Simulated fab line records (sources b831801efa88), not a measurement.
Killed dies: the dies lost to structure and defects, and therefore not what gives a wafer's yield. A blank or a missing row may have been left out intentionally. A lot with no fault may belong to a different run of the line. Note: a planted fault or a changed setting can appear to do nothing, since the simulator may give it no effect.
What tool caused it? | flow gf180mcu | route of 602 steps, sampled at 1 step: 12 lots, 35 wafers

== WHAT THE GAUGES SHOWED, per wafer ==
GF_MVSD_TW_MEAS_11.
lot  | measured    | on            | MVSD_TW
L499 | day 4 12:29 | film_metro-02 | 1610 1607 1609
L503 | day 5 16:34 | film_metro-02 | 1616 1618 1601
L505 | day 5 21:36 | film_metro-03 | 1592 1580 1593
L506 | day 6 04:38 | film_metro-01 | 1618 1611 1617
L508 | day 6 17:14 | film_metro-02 | 1620 1620 1625
L509 | day 7 01:17 | film_metro-03 | 1597 1598
L510 | day 7 05:43 | film_metro-01 | 1626 1621 1625
L517 | day 8 21:01 | film_metro-02 | 1613 1603 1614
L518 | day 9 03:50 | film_metro-01 | 1616 1612 1620
L519 | day 9 08:23 | film_metro-03 | 1601 1606 1613
L520 | day 9 15:12 | film_metro-01 | 1622 1626 1617
L521 | day 9 22:17 | film_metro-02 | 1608 1611 1614

== TOOL THAT RAN EACH LOT (tool first, then ch and the chambers of the sampled wafers, then the start) ==
Before these readings, the record contains no process step.

== WHAT THE TOOLS THEMSELVES READ (means of the sampled wafers that have a number; where no wafer has one, the mark that the record gives instead) ==
The record holds no such reading with a usual standard deviation.

== THE ANSWER, worked out from the rows above alone ==
Rule: the usual values come from the lots themselves. The widest of any qualifying gaps counts: lots, ordered by their means at a reading, are off when they make up no more than a third of the lots, leave a main group of 4 or more, and stand apart from it by 3 or more times the standard deviation of that group's means. Not used: any main group whose means are identical at the precision the tables above print for the reading. Also off: a lot with no number at a reading for which 4 or more lots have one. All remaining lots with rows at the step are treated as sound. After the gauges, taken in route order, come the tools' own readings; for these a lot's mean is taken, as printed above. The first step at which some lot is off is used, and at that step the reading that is off furthest; a lot without a number counts as furthest.
No lot is off at any reading shown: from this, nothing can be told.

== WHAT THE SIMULATOR HAD INSERTED ==
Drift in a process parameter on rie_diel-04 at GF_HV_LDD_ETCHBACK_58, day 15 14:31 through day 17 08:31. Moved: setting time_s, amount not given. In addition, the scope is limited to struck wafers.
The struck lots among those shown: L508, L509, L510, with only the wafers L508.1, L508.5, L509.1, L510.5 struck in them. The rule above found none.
